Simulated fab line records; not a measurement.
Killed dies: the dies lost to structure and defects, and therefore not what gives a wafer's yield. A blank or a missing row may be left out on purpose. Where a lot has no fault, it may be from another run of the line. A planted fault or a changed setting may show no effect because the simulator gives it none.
Chamber matching / flow sky130 / SKY_PASSIVATION_CVD_00 on pecvd-04 has 3 sister chambers
The step deposits SiO2, target thk 90 nm. 6 wafers are shown with their chamber, then 7 later ones without.

## WAFERS WITH THEIR CHAMBER
wafer=L173.4; chamber=2; heater-power-w (W)=481
wafer=L175.3; chamber=0; heater-power-w (W)=579
wafer=L175.4; chamber=1; heater-power-w (W)=722
wafer=L175.6; chamber=0; heater-power-w (W)=587
wafer=L176.1; chamber=2; heater-power-w (W)=553
wafer=L176.4; chamber=1; heater-power-w (W)=669

## WAFERS WITHOUT THEIR CHAMBER
wafer=L176.6; heater-power-w (W)=669
wafer=L177.2; heater-power-w (W)=572
wafer=L177.5; heater-power-w (W)=575
wafer=L177.6; heater-power-w (W)=659
wafer=L181.2; heater-power-w (W)=579
wafer=L181.5; heater-power-w (W)=571
wafer=L181.6; heater-power-w (W)=606

## WHICH CHAMBER EACH ONE RAN IN
wafer=L176.6; from the rows above=can't be placed: 1 or 0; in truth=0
wafer=L177.2; from the rows above=can't be placed: 0 or 2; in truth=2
wafer=L177.5; from the rows above=can't be placed: 0 or 2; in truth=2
wafer=L177.6; from the rows above=can't be placed: 1 or 0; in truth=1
wafer=L181.2; from the rows above=can't be placed: 0 or 2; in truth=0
wafer=L181.5; from the rows above=can't be placed: 0 or 2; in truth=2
wafer=L181.6; from the rows above=can't be placed: 0 or 2 or 1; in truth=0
0 of 7 placed correctly. These rows do not allow placing 7 (true chamber among the candidates in 7). 0 placed wrongly.
How it was worked out, from the rows above alone: a wafer's distance from a chamber is the root of the sum, over the readings, of the square of ((its reading less the chamber's mean) divided by the reading's scatter). The wafer belongs to the nearest chamber; if the next one is less than 2 further off, it can't be placed. A chamber's mean is the mean of its shown wafers. The scatter is the square root of a quotient: the sum, over the shown wafers, of each reading's squared deviation from its chamber's mean, divided by wafers minus chambers.
